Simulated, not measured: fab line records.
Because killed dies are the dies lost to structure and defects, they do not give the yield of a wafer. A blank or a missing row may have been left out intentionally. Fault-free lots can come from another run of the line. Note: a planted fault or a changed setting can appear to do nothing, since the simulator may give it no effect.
2 desks, one fault    flow sky130    only its own numbers are on each desk; what lay behind them is given at the end

== THE TOOL OWNER'S DESK: rieDiel-04 ==
The tool's own readings at SKY_VIA3_ETCH_15 (etches SiO2 in C4F8/O2/Ar, stops on TiN, target depth 507 nm, time 78 s): means of the sampled wafers that have a number, for each lot that ran on this tool. The brackets show how far a lot's mean lies from the usual mean; more than 4 standard deviations puts the lot out of limits, marked OUT.
Columns: A = chamberPressureMTorr at SKY_VIA3_ETCH_15, usual 40.00 mTorr; B = oesProductAu at SKY_VIA3_ETCH_15, usual 0.945 a.u.
lot   first seen here  A      B
L464  day 39 23:10     39.96  0.948
L466  day 40 22:34     40.02  0.940
L469  day 41 11:28     40.00  0.951
L470  day 41 21:53     40.00  0.947
L473  day 42 18:10     40.00  0.945
L474  day 43 05:02     39.99  0.945
L475  day 43 06:25     39.96  0.941
L476  day 44 01:11     40.00  0.942
L484  day 45 14:25     40.01  0.950
This desk's finding: nothing out of limits on any of the 9 lots.

== METROLOGY DESK ==
What the gauges read for every lot (on any tool): the sampled wafers with a number, averaged. The brackets show how far a lot's mean lies from the usual mean; more than 4 standard deviations puts the lot out of limits, marked OUT.
Columns: A = PASSIVATION_CVD_02_THK at SKY_PASSIVATION_THK_MEAS_03, usual 540 nm
lot   first seen here  A
L464  day 44 03:50     536
L465  day 44 11:55     540
L466  day 45 01:59     542
L468  day 45 08:10     539
L469  day 45 14:32     542
L470  day 45 22:07     541
L471  day 46 01:20     537
L473  day 46 14:27     538
L474  day 47 02:03     545
L475  day 47 06:02     539
L476  day 47 21:14     542
L484  day 49 05:11     549
This desk's finding: nothing out of limits on any of the 12 lots.

== ALL TOGETHER ==
The desk of the tool owner found nothing out of limits.
The metrology desk saw nothing out of limits.

== WHAT THE SIMULATOR PUT IN ==
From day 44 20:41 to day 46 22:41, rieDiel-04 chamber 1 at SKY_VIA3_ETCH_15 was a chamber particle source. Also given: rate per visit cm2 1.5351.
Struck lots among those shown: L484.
